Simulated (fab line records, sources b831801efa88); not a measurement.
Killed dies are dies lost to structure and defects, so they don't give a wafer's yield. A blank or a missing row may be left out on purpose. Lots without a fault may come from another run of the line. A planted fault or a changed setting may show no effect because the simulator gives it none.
Split-lot experiment | flow gf180mcu | 5 lots, 23 wafers read, on a route of 602 steps

THE SPLIT
At GF_MIM_SPUTTER_08 (material AlCu, target thk 200 nm, time 10.6 s), the setting time_s was moved away from the recipe's 10.6 s on 11 of the 23 wafers read, by -14.6% to +13.1%. The other wafers ran this setting at the recipe's value.

FROM THE SPLIT TO THE READING: what the file shows between them, 7 steps
- GF_MIM_SPUTTER_09: material TiN, target thk 35 nm, time 29.2 s
- GF_MIM_RS_MEAS_10: measures by four-point-probe
- GF_MIM_THK_MEAS_11: measures by xrf
- GF_MIM_DEHYDRATE_12: time 60 s
- GF_MIM_HMDS_13: prime time 60 s
- GF_MIM_PEB_17
- GF_MIM_DEVELOP_18: develop time 60 s

THE READING
oes_product_au, in a.u., at GF_MIM_METAL_ETCH_19 (etches the open film in Cl2/BCl3, stops on Si3N4, target depth 324.5 nm, time 54.1 s). Fault-free wafers of this fab line usually give 0.941 a.u., standard deviation 0.0065 a.u..

wafer  | tool, chamber at the split | time_s as run, s | against the recipe | oes_product_au, a.u. | against lot-mates on the recipe
L075.1 | pvd_sputter-01, -          | 10.6             | recipe             | 0.935                | -
L075.4 | pvd_sputter-01, -          | 10.6             | recipe             | 0.951                | -
L075.6 | pvd_sputter-01, -          | 10.6             | recipe             | 0.944                | -
L077.1 | pvd_sputter-01, -          | 10.6             | recipe             | 0.937                | -
L077.2 | pvd_sputter-01, -          | 10.6             | recipe             | 0.953                | -
L077.3 | pvd_sputter-01, -          | 9.293            | -12.3%             | 0.900                | -0.045
L077.5 | pvd_sputter-01, -          | 9.293            | -12.3%             | 0.901                | -0.044
L077.6 | pvd_sputter-01, -          | 9.293            | -12.3%             | 0.891                | -0.054
L078.1 | pvd_sputter-04, -          | 9.053            | -14.6%             | 0.890                | -0.052
L078.2 | pvd_sputter-04, -          | 10.6             | recipe             | 0.939                | -
L078.3 | pvd_sputter-04, -          | 10.6             | recipe             | 0.947                | -
L078.4 | pvd_sputter-04, -          | 10.6             | recipe             | 0.940                | -
L078.6 | pvd_sputter-04, -          | 9.053            | -14.6%             | 0.894                | -0.048
L079.1 | pvd_sputter-03, -          | 10.6             | recipe             | 0.949                | -
L079.2 | pvd_sputter-03, -          | 11.12            | +4.9%              | 0.961                | +0.015
L079.3 | pvd_sputter-03, -          | 11.12            | +4.9%              | 0.954                | +0.008
L079.4 | pvd_sputter-03, -          | 10.6             | recipe             | 0.943                | -
L079.5 | pvd_sputter-03, -          | 11.12            | +4.9%              | 0.959                | +0.013
L083.2 | pvd_sputter-04, -          | 11.99            | +13.1%             | 0.993                | +0.055
L083.3 | pvd_sputter-04, -          | 11.99            | +13.1%             | 0.980                | +0.042
L083.4 | pvd_sputter-04, -          | 10.6             | recipe             | 0.939                | -
L083.5 | pvd_sputter-04, -          | 10.6             | recipe             | 0.938                | -
L083.6 | pvd_sputter-04, -          | 11.99            | +13.1%             | 0.994                | +0.056

THE FIT
A straight line over all 23 wafers: oes_product_au changes by +0.00354 a.u. for each +1% of time_s; r = +0.98; the points scatter about the line by 0.0054 a.u..
The same after taking each lot's own level away (the mean of its wafers on the recipe; 23 wafers): +0.00366 a.u. for each +1%; r = +0.98; scatter 0.0057 a.u..
On that fit, the largest move of time_s shifts the reading by 0.053 a.u..
The lots' own levels span 0.9385 to 0.9460 a.u., that is 1.2 times the standard deviation above.
So the lot-to-lot level changes the slope little: the two slopes agree.
Check: with one of the wafers moved furthest among these (-14.6%) left out of the fit, the line predicts -0.0543 a.u. for it against its lot-mates. It came out at -0.052 a.u. against them.

OTHER SPLITS ON THESE WAFERS
These wafers also went through other splits before the reading. Each is held against what the fit with the lots' levels taken away leaves over:
other split on the same wafers  | wafers away from the commonest value | r with oes_product_au (lot level and that fit taken away)
GF_M4_COAT_09 resist_thk_nm     | 8                                    | +0.13
GF_V4_CVD_00 sih4_flow_sccm     | 5                                    | +0.28
GF_V4_CMP_04 leave_above_ref_nm | 4                                    | -0.02
GF_V4_PEB_12 peb_temp_c         | 9                                    | -0.05
GF_V4_SPUTTER_21 time_s         | 10                                   | +0.08
GF_MIM_SPUTTER_03 power_w       | 9                                    | -0.17

THE WHOLE CHAIN: every reading that the file lists as answering this split, in the file's order
step                 | what it does                                                                         | reading                                                                        | change (the file's fit)                   | r (the file's)
GF_MIM_SPUTTER_08    | material AlCu, target thk 200 nm, time 10.6 s                                        | AlCu_of_MIM_SPUTTER_08.thk_nm (the simulator's own value, which no gauge read) | +2 nm for each +1% of the setting         | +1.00
GF_MIM_RS_MEAS_10    | measures by four-point-probe                                                         | MIM_ALCU_RS                                                                    | -0.00177 for each +1% of the setting      | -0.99
GF_MIM_THK_MEAS_11   | measures by xrf                                                                      | MIM_ALCU_THK                                                                   | +1.96 for each +1% of the setting         | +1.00
GF_MIM_METAL_ETCH_19 | etches the open film in Cl2/BCl3, stops on Si3N4, target depth 324.5 nm, time 54.1 s | oes_product_au                                                                 | +0.00364 a.u. for each +1% of the setting | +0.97

THE FILE'S OWN FIT
oes_product_au changes by +0.00364 a.u. for each +1% of time_s, r = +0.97.
